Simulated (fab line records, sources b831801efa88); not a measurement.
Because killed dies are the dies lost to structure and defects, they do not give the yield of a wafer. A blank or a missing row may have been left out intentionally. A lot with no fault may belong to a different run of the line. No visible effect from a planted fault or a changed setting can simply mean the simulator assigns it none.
Which tool did it?    flow gf180mcu    6 lots with 18 wafers sampled at 2 steps, on a route of 602 steps

WHAT EACH GAUGE READ, for each wafer
GF_V3_RS_MEAS_24: measures by four-point-probe.
lot   measured      on             V3_W_RS (ohm/sq)
L462  day 23 15:13  film-metro-01  0.329 0.329 0.328
L464  day 24 07:25  film-metro-01  0.328 0.326 0.331
L470  day 26 11:10  film-metro-02  0.327 0.327 0.326
L475  day 27 16:52  film-metro-01  0.325 0.322 0.329
L478  day 28 18:50  film-metro-04  0.331 0.326 0.325
L480  day 29 05:05  film-metro-02  0.327 0.334 0.327

WHAT TOOL EACH LOT RAN ON (gives the tool, then ch and the chambers of the sampled wafers, and finally the start)
lot   GF_V3_ETCH_17
L462  rie-diel-02 ch 0,1,3, day 23 15:13 or earlier
L464  rie-diel-01 ch 2,3, day 24 07:25 or earlier
L470  rie-diel-03 ch 1,3, day 26 11:10 or earlier
L475  rie-diel-02 ch 0,1, day 27 16:52 or earlier
L478  rie-diel-01 ch 0,1, day 28 18:50 or earlier
L480  rie-diel-01 ch 0,1,2, day 29 05:05 or earlier
- GF_V3_ETCH_17: etches SiO2 in C4F8/O2/Ar, stops on TiN, target depth 635 nm.

THE ANSWER, worked out from the rows above alone
Rule: the lots themselves supply what counts as usual. The widest of any qualifying gaps counts: lots, ordered by their means at a reading, are off when they make up no more than a third of the lots, leave a main group of 4 or more, and stand apart from it by 3 or more times the standard deviation of that group's means. The tables above print the reading to a certain number of digits; a main group whose means all agree to those digits is not used. Also off: a lot with no number at a reading for which 4 or more lots have one. All remaining lots with rows at the step are treated as sound.
None of the lots is off at any reading shown; this tells nothing.

WHAT WAS PUT IN BY THE SIMULATOR
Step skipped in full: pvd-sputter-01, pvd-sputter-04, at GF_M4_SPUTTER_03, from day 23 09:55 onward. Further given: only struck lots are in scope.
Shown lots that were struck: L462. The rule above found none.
